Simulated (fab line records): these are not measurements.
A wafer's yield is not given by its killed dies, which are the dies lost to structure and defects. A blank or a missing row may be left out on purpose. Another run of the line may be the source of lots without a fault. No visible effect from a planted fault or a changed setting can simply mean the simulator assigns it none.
fab line records	flow gf180mcu	part 1 of 2: steps 1 to 30 of 43
record lots=5	wafers=15	lastDay=31
route steps=602 shown POLY_GATE@165 HV_LDD@176
lots that met no fault: taken from a fault-free run of the same line
startH: hours from the record's opening day to when the first of the lot's shown wafers began	waitH: how many hours have passed since the lot's step before this one	" as in the row above	L1.1+2: a single row standing in for several wafers	- either no value or no given start	* or withheld: withheld	< > ~ a bound
route shown NAME@n: a module of which the file shows steps, and the number in the route of the first	usual: mean/standard deviation taken from wafers without a fault	same: alike in all rows	chamber/n: place in a boat	sites: per-site readings	_std_site: standard deviation across them	_edge_site: the outer-site mean with the inner-site mean subtracted	radiusMm: how far each site lies from the wafer's centre	mask NAME#n: copy n	behind: the last tool/chamber to shape the wafer	hold: what put the lot on hold/how long, in hours/how the hold closed	device: which transistor (n, p or np) failed to switch	end of line: tests run on the same wafers once the route is complete	step lacking rows: just its recipe	killed: at the first sort, the dies lost to defects and structure; wafer yield is something else	map: the dies of a wafer, with x for killed, . for not killed, _ for no die there
set.NAME: the setting that was run; set.NAME@STEP: the one run at that earlier step	model.NAME: the simulator's own value behind a step, which no gauge read
lots seen at some steps along the route; tables by step, rows by wafer
services: from which hour (startH, from the record's first day; less than 0 if before it) a tool's chamber was out of use, for how many hours, and why
## steps
# step GF_POLY_GATE_PEB_08
# recipe pebTempC=135	pebTimeS=90	resist=KrF
lot.wafer	tool	chamber	startH	waitH
L079.2+3+4	lithoTrack-01	0	-	-
L081.2+3+5	lithoTrack-02	0	-	-
L082.1+3+6	lithoTrack-01	0	-	-
L083.2+4+5	lithoTrack-01	0	-	-
L084.4+5+6	lithoTrack-02	0	-	-
# step GF_POLY_GATE_DEVELOP_09
# recipe developTimeS=60	resist=KrF	devTempC=21
lot.wafer	tool	chamber	startH	waitH
L079.2+3+4	lithoTrack-01	0	235.77	0.2
L081.2+3+5	lithoTrack-02	0	247.99	0.2
L082.1+3+6	lithoTrack-01	0	255.19	0.2
L083.2+4+5	lithoTrack-01	0	263.67	0.2
L084.4+5+6	lithoTrack-02	0	271.99	0.1
# step GF_POLY_GATE_CD_MEAS_10
# recipe targetCdNm=280
# usual cdNm=280.3/0.92
lot.wafer	tool	chamber	startH	waitH	cdNm
L079.2	cdSem-02	-	235.91	0.1	279.1
L079.3	"	-	"	"	279.7
L079.4	"	-	"	"	279.6
L081.2	cdSem-02	-	248.14	0.1	279.4
L081.3	"	-	"	"	278.8
L081.5	"	-	"	"	280.2
L082.1	cdSem-02	-	255.34	0.1	279.1
L082.3	"	-	"	"	280.0
L082.6	"	-	"	"	280.0
L083.2	cdSem-02	-	263.81	0.1	279.3
L083.4	"	-	"	"	279.3
L083.5	"	-	"	"	279.8
L084.4	cdSem-02	-	272.13	0.1	279.8
L084.5	"	-	"	"	278.4
L084.6	"	-	"	"	280.1
# step GF_POLY_GATE_OVL_MEAS_11
# usual POLY_GATE_OVL=-1/5.8
lot.wafer	tool	chamber	startH	waitH	POLY_GATE_OVL[nm]
L079.2	overlay-02	-	236.02	0.1	7
L079.3	"	-	"	"	4
L079.4	"	-	"	"	3
L081.2	overlay-02	-	248.24	0.1	1
L081.3	"	-	"	"	-4
L081.5	"	-	"	"	-6
L082.1	overlay-02	-	255.46	0.1	-4
L082.3	"	-	"	"	2
L082.6	"	-	"	"	1
L083.2	overlay-02	-	263.92	0.1	-12
L083.4	"	-	"	"	-12
L083.5	"	-	"	"	-7
L084.4	overlay-01	-	272.21	0.1	3
L084.5	"	-	"	"	1
L084.6	"	-	"	"	-5
# step GF_POLY_GATE_ETCH_12
# recipe chemistry=N2/H2	targetDepthA=withheld	overetchA=withheld	timeS=withheld	target=BARC	ionEnergyEv=200	sourceW=500	biasW=100	pressureMtorr=30	n2FlowSccm=100	h2FlowSccm=200
# usual drypumpMotorCurrentA=5.7/0.41	oesProductAu=0.735/0.0047	throttleValvePct=13.215/0.0084
lot.wafer	tool	chamber	startH	waitH	drypumpMotorCurrentA	oesProductAu	throttleValvePct
L079.2	rieDiel-03	0	236.05	0.0	5.8	0.733	13.212
L079.3	"	3	"	"	5.7	0.735	13.226
L079.4	"	1	"	"	6.6	0.737	13.208
L081.2	rieDiel-01	1	248.27	0.0	5.3	0.738	13.222
L081.3	"	3	"	"	5.5	0.725	13.219
L081.5	"	3	"	"	5.5	0.743	13.210
L082.1	rieDiel-01	3	255.50	0.0	5.4	0.741	13.209
L082.3	"	0	"	"	6.5	0.735	13.217
L082.6	"	1	"	"	5.3	0.735	13.223
L083.2	rieDiel-01	3	263.95	0.0	5.5	0.737	13.221
L083.4	"	0	"	"	6.5	0.742	13.230
L083.5	"	2	"	"	5.6	0.739	13.223
L084.4	rieDiel-01	2	272.25	0.0	5.6	0.749	13.208
L084.5	"	0	"	"	6.5	0.736	13.227
L084.6	"	3	"	"	5.5	0.742	13.201
# step GF_POLY_GATE_ETCH_13
# recipe target=poly-Si	targetDepthNm=198.5	stopOn=SiO2	overEtchFrac=0.403	chemistry=HBr/Cl2	icpW=400	biasW=100	pressureMtorr=10	HBr_flow_sccm=150	Cl2_flow_sccm=50	timeS=69.6
# usual drypumpMotorCurrentA=5.7/0.37	oesProductAu=0.991/0.0087	throttleValvePct=33.684/0.0088
lot.wafer	tool	chamber	startH	waitH	drypumpMotorCurrentA	oesProductAu	rfHoursCounterH	throttleValvePct
L079.2	rieSi-01	2	236.10	-	5.0	0.998	104	33.698
L079.3	"	0	"	"	6.3	0.976	0	33.685
L079.4	"	1	"	"	5.4	0.974	63	33.681
L081.2	rieSi-02	3	248.33	-	5.8	0.994	88	33.693
L081.3	"	2	"	"	5.9	0.997	101	33.690
L081.5	"	0	"	"	5.2	0.984	-	33.691
L082.1	rieSi-01	3	255.55	-	5.6	0.997	45	33.678
L082.3	"	0	"	"	6.3	0.988	1	33.674
L082.6	"	0	"	"	6.3	0.978	-	33.690
L083.2	rieSi-02	1	264.00	-	5.9	0.999	73	33.685
L083.4	"	3	"	"	5.9	0.994	88	33.686
L083.5	"	1	"	"	5.9	0.990	-	33.701
L084.4	rieSi-02	0	272.28	-	5.2	0.994	23	33.676
L084.5	"	2	"	"	5.9	0.996	-	33.679
L084.6	"	1	"	"	5.9	1.001	-	33.674
# step GF_POLY_GATE_STRIP_14
# recipe chemistry=O2/N2	powerW=1400	pressureMtorr=1500	platenTempC=250	o2FlowSccm=3000	n2FlowSccm=300	overashFraction=0.5
# usual drypumpMotorCurrentA=5.9/0.41	heaterPowerW=325/38	oesProductAu=0.504/0.0049
lot.wafer	tool	chamber	startH	waitH	drypumpMotorCurrentA	heaterPowerW	oesProductAu	rfHoursCounterH
L079.2	plasmaAsher-03	1	236.16	0.0	5.8	262	0.504	59
L079.3	"	1	"	"	5.9	263	0.505	-
L079.4	"	0	"	"	6.0	319	0.501	-
L081.2	plasmaAsher-03	0	248.38	0.0	6.0	322	0.502	61
L081.3	"	0	"	"	6.0	320	0.501	-
L081.5	"	0	"	"	6.0	325	0.506	-
L082.1	plasmaAsher-04	1	255.61	0.0	6.6	361	0.496	61
L082.3	"	1	"	"	6.6	356	0.504	-
L082.6	"	0	"	"	5.1	308	0.510	-
L083.2	plasmaAsher-02	0	264.06	0.0	6.2	376	0.498	48
L083.4	"	0	"	"	6.2	372	0.496	-
L083.5	"	0	"	"	6.2	375	0.501	-
L084.4	plasmaAsher-02	0	272.36	0.1	6.2	396	0.506	-
L084.5	"	0	"	"	6.2	377	0.505	-
L084.6	"	1	"	"	6.0	339	0.495	-
# step GF_POLY_GATE_CLEAN_15
# recipe chemistry=SC1/SC2	mix=1:4:20	tempC=70	timeS=150	dry=n2Spin
lot.wafer	tool	chamber	startH	waitH
L079.2+3+4	wetBench-01	3	236.26	0.1
L081.2+3+5	wetBench-02	0	248.48	0.1
L082.1+3+6	wetBench-01	1	255.71	0.1
L083.2+4+5	wetBench-01	2	264.16	0.1
L084.4+5+6	wetBench-01	2	272.43	0.0
# step GF_POLY_GATE_OXIDATION_16
# recipe tempC=850	ambient=O2	stabiliseS=600	purgeS=300	targetThkA=40	oxTimeS=899
# usual spikeTcTopC=861.3/1	zonePowerBottomPct=26.6/1.6	zonePowerCentrePct=16.7/1.4	zonePowerLowerPct=14.0/0.81
lot.wafer	tool	chamber	startH	waitH	spikeTcTopC	zonePowerBottomPct	zonePowerCentrePct	zonePowerLowerPct
L079.2	furnace-01	0	236.51	0.2	860.6	28.1	15.3	14.7
L079.3	"	0	"	"	859.6	28.3	15.6	15.0
L079.4	"	0	"	"	862.9	27.8	15.2	15.0
L081.2	furnace-02	0	248.54	0.0	860.5	25.2	18.2	13.1
L081.3	"	0	"	"	859.8	24.7	18.4	13.1
L081.5	"	0	"	"	859.2	24.8	18.1	13.0
L082.1	furnace-01	0	257.32	1.6	860.6	28.3	15.3	14.8
L082.3	"	0	"	"	861.7	28.0	15.4	14.9
L082.6	"	0	"	"	861.4	28.1	15.3	14.7
L083.2	furnace-02	0	264.21	0.0	860.6	24.8	18.2	13.0
L083.4	"	0	"	"	861.0	25.0	18.1	13.0
L083.5	"	0	"	"	860.5	24.9	18.4	13.2
L084.4	furnace-01	0	272.48	0.0	861.3	28.5	15.7	14.8
L084.5	"	0	"	"	861.3	27.4	15.7	14.8
L084.6	"	0	"	"	860.9	28.3	15.7	14.5
# step GF_POLY_GATE_THK_MEAS_17
# recipe reads=SiO2_of_POLY_GATE_OXIDATION_16
# usual POLY_GATE_OXIDATION_THK=4.00/0.072
lot.wafer	tool	chamber	startH	waitH	POLY_GATE_OXIDATION_THK[nm]
L079.2	filmMetro-01	-	237.77	0.0	4.00
L079.3	"	-	"	"	3.94
L079.4	"	-	"	"	4.03
L081.2	filmMetro-01	-	249.80	0.0	4.01
L081.3	"	-	"	"	3.94
L081.5	"	-	"	"	3.93
L082.1	filmMetro-04	-	258.57	0.0	4.06
L082.3	"	-	"	"	4.03
L082.6	"	-	"	"	4.07
L083.2	filmMetro-04	-	265.46	0.0	3.97
L083.4	"	-	"	"	3.93
L083.5	"	-	"	"	3.96
L084.4	filmMetro-01	-	273.76	0.0	4.10
L084.5	"	-	"	"	4.07
L084.6	"	-	"	"	4.06
# step GF_POLY_GATE_CD_MEAS_18
# usual cdNm=279.5/2.4
lot.wafer	tool	chamber	startH	waitH	cdNm
L079.2	cdSem-02	-	237.85	0.1	275.9
L079.3	"	-	"	"	279.2
L079.4	"	-	"	"	279.4
L081.2	cdSem-02	-	249.87	0.1	279.4
L081.3	"	-	"	"	275.4
L081.5	"	-	"	"	283.0
L082.1	cdSem-02	-	258.63	0.1	277.3
L082.3	"	-	"	"	278.8
L082.6	"	-	"	"	278.4
L083.2	cdSem-01	-	265.54	0.1	277.3
L083.4	"	-	"	"	279.7
L083.5	"	-	"	"	279.9
L084.4	cdSem-01	-	273.88	0.1	283.5
L084.5	"	-	"	"	276.4
L084.6	"	-	"	"	279.9
# step GF_HV_LDD_DEHYDRATE_00
# recipe tempC=200	timeS=60
lot.wafer	tool	chamber	startH	waitH
L079.2+3+4	lithoTrack-01	0	246.47	8.6
L081.2+3+5	lithoTrack-03	0	258.73	8.8
L082.1+3+6	lithoTrack-01	0	267.24	8.6
L083.2+4+5	lithoTrack-04	0	274.84	9.3
L084.4+5+6	lithoTrack-03	0	282.83	8.9
# step GF_HV_LDD_HMDS_01
# recipe primeTimeS=60	primeTempC=120
# same primeTimeS=60
lot.wafer	tool	chamber	startH	waitH
L079.2+3+4	lithoTrack-01	0	246.62	0.1
L081.2+3+5	lithoTrack-03	0	258.88	0.1
L082.1+3+6	lithoTrack-01	0	267.39	0.1
L083.2+4+5	lithoTrack-04	0	274.99	0.1
L084.4+5+6	lithoTrack-03	0	282.98	0.1
# step GF_HV_LDD_COAT_02
# recipe resist=NOVOLAK	spinRpm=3000	resistThkNm=1000
lot.wafer	tool	chamber	startH	waitH
L079.2+3+4	lithoTrack-01	0	246.77	0.1
L081.2+3+5	lithoTrack-03	0	259.03	0.1
L082.1+3+6	lithoTrack-01	0	267.54	0.1
L083.2+4+5	lithoTrack-04	0	275.14	0.1
L084.4+5+6	lithoTrack-03	0	283.13	0.1
# step GF_HV_LDD_SOFTBAKE_03
# recipe tempC=90	timeS=60	resist=NOVOLAK
lot.wafer	tool	chamber	startH	waitH
L079.2+3+4	lithoTrack-01	0	246.92	0.1
L081.2+3+5	lithoTrack-03	0	259.18	0.1
L082.1+3+6	lithoTrack-01	0	267.69	0.1
L083.2+4+5	lithoTrack-04	0	275.29	0.1
L084.4+5+6	lithoTrack-03	0	283.28	0.1
# step GF_HV_LDD_EXPOSE_04
# recipe maskId=Nplus_LV_AREA	targetCdNm=400	na=0.6	sourceShape=conventional	sigmaOuter=0.6	doseMj=140
# usual focusOffsetNm=0.2/0.53
lot.wafer	tool	chamber	startH	waitH	mask	focusOffsetNm
L079.2	ilineStepper-01	0	-	-	Nplus_LV_AREA#0	1.0
L079.3	"	0	"	"	Nplus_LV_AREA#0	-0.7
L079.4	"	0	"	"	Nplus_LV_AREA#0	0.9
L081.2	ilineStepper-01	0	-	-	Nplus_LV_AREA#0	-1.2
L081.3	"	0	"	"	Nplus_LV_AREA#0	-1.1
L081.5	"	0	"	"	Nplus_LV_AREA#0	-0.5
L082.1	ilineStepper-01	0	-	-	Nplus_LV_AREA#0	0.2
L082.3	"	0	"	"	Nplus_LV_AREA#0	0.2
L082.6	"	0	"	"	Nplus_LV_AREA#0	-0.3
L083.2	ilineStepper-01	0	-	-	Nplus_LV_AREA#0	0.5
L083.4	"	0	"	"	Nplus_LV_AREA#0	-0.1
L083.5	"	0	"	"	Nplus_LV_AREA#0	0.4
L084.4	ilineStepper-01	0	-	-	Nplus_LV_AREA#0	0.3
L084.5	"	0	"	"	Nplus_LV_AREA#0	0.3
L084.6	"	0	"	"	Nplus_LV_AREA#0	0.4
# step GF_HV_LDD_PEB_05
# recipe tempC=withheld	timeS=*	resist=NOVOLAK
lot.wafer	tool	chamber	startH	waitH
L079.2+3+4	lithoTrack-04	0	-	-
L081.2+3+5	lithoTrack-04	0	-	-
L082.1+3+6	lithoTrack-01	0	-	-
L083.2+4+5	lithoTrack-04	0	-	-
L084.4+5+6	lithoTrack-03	0	-	-
# step GF_HV_LDD_DEVELOP_06
# recipe developTimeS=60	devTempC=23
lot.wafer	tool	chamber	startH	waitH
L079.2+3+4	lithoTrack-04	0	256.19	0.1
L081.2+3+5	lithoTrack-04	0	268.34	0.1
L082.1+3+6	lithoTrack-01	0	277.84	0.1
L083.2+4+5	lithoTrack-04	0	284.99	0.1
L084.4+5+6	lithoTrack-03	0	293.08	0.1
# step GF_HV_LDD_CD_MEAS_07
# recipe targetCdNm=400
# usual cdNm=399.9/2.4
lot.wafer	tool	chamber	startH	waitH	cdNm
L079.2	cdSem-02	-	256.34	0.1	404.2
L079.3	"	-	"	"	402.8
L079.4	"	-	"	"	404.1
L081.2	cdSem-02	-	268.49	0.1	394.7
L081.3	"	-	"	"	396.0
L081.5	"	-	"	"	396.0
L082.1	cdSem-02	-	277.99	0.1	399.8
L082.3	"	-	"	"	399.0
L082.6	"	-	"	"	400.7
L083.2	cdSem-02	-	285.14	0.1	400.0
L083.4	"	-	"	"	398.1
L083.5	"	-	"	"	398.9
L084.4	cdSem-02	-	293.21	0.1	398.9
L084.5	"	-	"	"	397.8
L084.6	"	-	"	"	398.3
# step GF_HV_LDD_OVL_MEAS_08
# usual HV_LDD_OVL=1.6/1.5
lot.wafer	tool	chamber	startH	waitH	HV_LDD_OVL[nm]
L079.2	overlay-01	-	256.45	0.1	1.9
L079.3	"	-	"	"	0.6
L079.4	"	-	"	"	-0.7
L081.2	overlay-02	-	268.60	0.1	1.1
L081.3	"	-	"	"	-0.1
L081.5	"	-	"	"	0.3
L082.1	overlay-02	-	278.11	0.1	1.8
L082.3	"	-	"	"	1.6
L082.6	"	-	"	"	1.2
L083.2	overlay-01	-	285.25	0.1	1.1
L083.4	"	-	"	"	0.7
L083.5	"	-	"	"	1.2
L084.4	overlay-01	-	293.29	0.1	-0.5
L084.5	"	-	"	"	1.8
L084.6	"	-	"	"	2.1
# step GF_HV_LDD_IMPLANT_09
# recipe species=As	energyKev=40	doseCm2=1e+14	tiltDeg=7
lot.wafer	tool	chamber	startH	waitH
L079.2+3+4	implanter-02	0	256.50	0.0
L081.2+3+5	implanter-03	0	268.65	0.0
L082.1+3+6	implanter-02	0	278.15	0.0
L083.2+4+5	implanter-02	0	285.30	0.0
L084.4+5+6	implanter-02	0	293.38	0.1
# step GF_HV_LDD_STRIP_10
# recipe chemistry=O2/N2	powerW=1400	pressureMtorr=1500	platenTempC=250	o2FlowSccm=3000	n2FlowSccm=300	overashFraction=0.5
# usual drypumpMotorCurrentA=5.6/0.5	heaterPowerW=314/28	oesProductAu=0.716/0.0043	stripTimeToEndpointS=12.65/0.039
lot.wafer	tool	chamber	startH	waitH	drypumpMotorCurrentA	heaterPowerW	oesProductAu	rfHoursCounterH	stripTimeToEndpointS
L079.2	plasmaAsher-01	0	256.63	0.1	5.2	322	0.719	10	12.59
L079.3	"	1	"	"	5.3	325	0.716	-	12.59
L079.4	"	0	"	"	5.2	312	0.715	-	12.56
L081.2	plasmaAsher-01	0	268.78	0.1	5.2	318	0.711	11	12.63
L081.3	"	1	"	"	5.3	322	0.719	-	12.60
L081.5	"	1	"	"	5.3	321	0.722	-	12.60
L082.1	plasmaAsher-01	1	278.30	0.1	5.3	320	0.713	12	12.61
L082.3	"	1	"	"	5.3	321	0.712	-	12.64
L082.6	"	0	"	"	5.2	321	0.702	-	12.67
L083.2	plasmaAsher-01	0	285.43	0.1	5.2	315	0.713	13	12.64
L083.4	"	0	"	"	5.2	327	0.718	-	12.60
L083.5	"	1	"	"	5.3	328	0.704	-	12.68
L084.4	plasmaAsher-03	1	293.49	0.1	5.9	257	0.717	-	12.69
L084.5	"	0	"	"	5.9	329	0.710	-	12.72
L084.6	"	1	"	"	5.9	258	0.720	-	12.74
# step GF_HV_LDD_TW_MEAS_11
# usual HV_LDD_TW=2445/13
lot.wafer	tool	chamber	startH	waitH	HV_LDD_TW
L079.2	filmMetro-04	-	256.74	0.1	2424
L079.3	"	-	"	"	2442
L079.4	"	-	"	"	2424
L081.2	filmMetro-03	-	268.89	0.1	2436
L081.3	"	-	"	"	2436
L081.5	"	-	"	"	2438
L082.1	filmMetro-03	-	278.40	0.1	2438
L082.3	"	-	"	"	2435
L082.6	"	-	"	"	2438
L083.2	filmMetro-03	-	285.54	0.1	2444
L083.4	"	-	"	"	2450
L083.5	"	-	"	"	2446
L084.4	filmMetro-02	-	293.59	0.1	2457
L084.5	"	-	"	"	2450
L084.6	"	-	"	"	2451
# step GF_HV_LDD_DEHYDRATE_12
# recipe tempC=200	timeS=60
lot.wafer	tool	chamber	startH	waitH
L079.2+3+4	lithoTrack-04	0	265.59	8.8
L081.2+3+5	lithoTrack-03	0	278.53	9.6
L082.1+3+6	lithoTrack-04	0	288.07	9.7
L083.2+4+5	lithoTrack-01	0	295.42	9.9
L084.4+5+6	lithoTrack-03	0	303.43	9.8
# step GF_HV_LDD_HMDS_13
# recipe primeTimeS=60	primeTempC=120
# same primeTimeS=60
lot.wafer	tool	chamber	startH	waitH
L079.2+3+4	lithoTrack-04	0	265.74	0.1
L081.2+3+5	lithoTrack-03	0	278.68	0.1
L082.1+3+6	lithoTrack-04	0	288.22	0.1
L083.2+4+5	lithoTrack-01	0	295.57	0.1
L084.4+5+6	lithoTrack-03	0	303.58	0.1
# step GF_HV_LDD_COAT_14
# recipe resist=NOVOLAK	spinRpm=3000	resistThkNm=1000
lot.wafer	tool	chamber	startH	waitH
L079.2+3+4	lithoTrack-04	0	265.89	0.1
L081.2+3+5	lithoTrack-03	0	278.83	0.1
L082.1+3+6	lithoTrack-04	0	288.37	0.1
L083.2+4+5	lithoTrack-01	0	295.72	0.1
L084.4+5+6	lithoTrack-03	0	303.73	0.1
# step GF_HV_LDD_SOFTBAKE_15
# recipe tempC=90	timeS=60	resist=NOVOLAK
lot.wafer	tool	chamber	startH	waitH
L079.2+3+4	lithoTrack-04	0	266.04	0.1
L081.2+3+5	lithoTrack-03	0	278.98	0.1
L082.1+3+6	lithoTrack-04	0	288.52	0.1
L083.2+4+5	lithoTrack-01	0	295.87	0.1
L084.4+5+6	lithoTrack-03	0	303.88	0.1
# step GF_HV_LDD_EXPOSE_16
# recipe maskId=Pplus_LV_AREA	targetCdNm=400	na=0.6	sourceShape=conventional	sigmaOuter=0.6	doseMj=140
# usual focusOffsetNm=0.0/0.47
lot.wafer	tool	chamber	startH	waitH	mask	focusOffsetNm
L079.2	ilineStepper-02	0	-	-	Pplus_LV_AREA#0	0.2
L079.3	"	0	"	"	Pplus_LV_AREA#0	0.1
L079.4	"	0	"	"	Pplus_LV_AREA#0	0.9
L081.2	ilineStepper-02	0	-	-	Pplus_LV_AREA#0	0.0
L081.3	"	0	"	"	Pplus_LV_AREA#0	-0.1
L081.5	"	0	"	"	Pplus_LV_AREA#0	-0.5
L082.1	ilineStepper-02	0	-	-	Pplus_LV_AREA#0	-0.4
L082.3	"	0	"	"	Pplus_LV_AREA#0	-0.1
L082.6	"	0	"	"	Pplus_LV_AREA#0	0.0
L083.2	ilineStepper-02	0	-	-	Pplus_LV_AREA#0	0.0
L083.4	"	0	"	"	Pplus_LV_AREA#0	0.4
L083.5	"	0	"	"	Pplus_LV_AREA#0	0.1
L084.4	ilineStepper-02	0	-	-	Pplus_LV_AREA#0	0.8
L084.5	"	0	"	"	Pplus_LV_AREA#0	-0.2
L084.6	"	0	"	"	Pplus_LV_AREA#0	-0.7
# step GF_HV_LDD_PEB_17
# recipe tempC=withheld	timeS=*	resist=NOVOLAK
lot.wafer	tool	chamber	startH	waitH
L079.2+3+4	lithoTrack-01	0	-	-
L081.2+3+5	lithoTrack-01	0	-	-
L082.1+3+6	lithoTrack-01	0	-	-
L083.2+4+5	lithoTrack-01	0	-	-
L084.4+5+6	lithoTrack-01	0	-	-
# step GF_HV_LDD_DEVELOP_18
# recipe developTimeS=60	devTempC=23
lot.wafer	tool	chamber	startH	waitH
L079.2+3+4	lithoTrack-01	0	275.92	0.1
L081.2+3+5	lithoTrack-01	0	289.12	0.1
L082.1+3+6	lithoTrack-01	0	298.74	0.1
L083.2+4+5	lithoTrack-01	0	305.77	0.1
L084.4+5+6	lithoTrack-01	0	313.87	0.1
